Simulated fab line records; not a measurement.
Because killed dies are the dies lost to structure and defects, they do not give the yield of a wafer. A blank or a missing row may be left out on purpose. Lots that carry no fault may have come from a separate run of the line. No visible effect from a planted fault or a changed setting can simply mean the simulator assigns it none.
The tool behind it: which one? || flow sky130 || at 1 step of a route of 708, 11 lots with 33 wafers sampled

== WHAT THE GAUGES SHOWED, per wafer ==
SKY_GATE_OXIDE_TW_MEAS_14.
{"lot": "L787", "measured": "day 13 06:17", "on": "filmMetro-02", "GATE_OXIDE_TW": "224.4 224.5 223.8"}
{"lot": "L791", "measured": "day 15 00:19", "on": "filmMetro-02", "GATE_OXIDE_TW": "226.2 226.8 224.4"}
{"lot": "L794", "measured": "day 16 09:19", "on": "filmMetro-02", "GATE_OXIDE_TW": "225.8 225.6 225.8"}
{"lot": "L800", "measured": "day 18 08:37", "on": "filmMetro-01", "GATE_OXIDE_TW": "225.3 225.2 225.9"}
{"lot": "L801", "measured": "day 18 15:18", "on": "filmMetro-02", "GATE_OXIDE_TW": "226.3 226.1 224.3"}
{"lot": "L804", "measured": "day 20 06:17", "on": "filmMetro-02", "GATE_OXIDE_TW": "225.2 224.1 224.4"}
{"lot": "L805", "measured": "day 20 08:12", "on": "filmMetro-04", "GATE_OXIDE_TW": "224.3 224.0 223.9"}
{"lot": "L806", "measured": "day 20 13:13", "on": "filmMetro-01", "GATE_OXIDE_TW": "227.2 227.5 227.1"}
{"lot": "L808", "measured": "day 21 23:40", "on": "filmMetro-02", "GATE_OXIDE_TW": "225.9 227.1 226.8"}
{"lot": "L810", "measured": "day 22 03:26", "on": "filmMetro-04", "GATE_OXIDE_TW": "224.7 223.7 223.5"}
{"lot": "L809", "measured": "day 22 05:39", "on": "filmMetro-02", "GATE_OXIDE_TW": "227.0 227.4 225.6"}

== WHAT TOOL EACH LOT RAN ON (gives the tool, then ch and the chambers of the sampled wafers, and finally the start) ==
There is no process step in the record ahead of these readings.

== THE ANSWER, worked out from the rows above alone ==
Rule: usual is defined by the lots themselves. Put in order of their means at a reading, lots are off if they are a third of the lots or fewer, leave a main group of 4 or more, and stand apart from it by a gap of 3 or more times the standard deviation of the main group's means; of several such gaps the widest counts. The tables above print the reading to a certain number of digits; a main group whose means all agree to those digits is not used. A lot without any number at a reading at which 4 lots or more have one is off too. All remaining lots with rows at the step are treated as sound.
Across all readings shown, no lot is off: no conclusion can be drawn from this.

== WHAT HAD BEEN PUT IN BY THE SIMULATOR ==
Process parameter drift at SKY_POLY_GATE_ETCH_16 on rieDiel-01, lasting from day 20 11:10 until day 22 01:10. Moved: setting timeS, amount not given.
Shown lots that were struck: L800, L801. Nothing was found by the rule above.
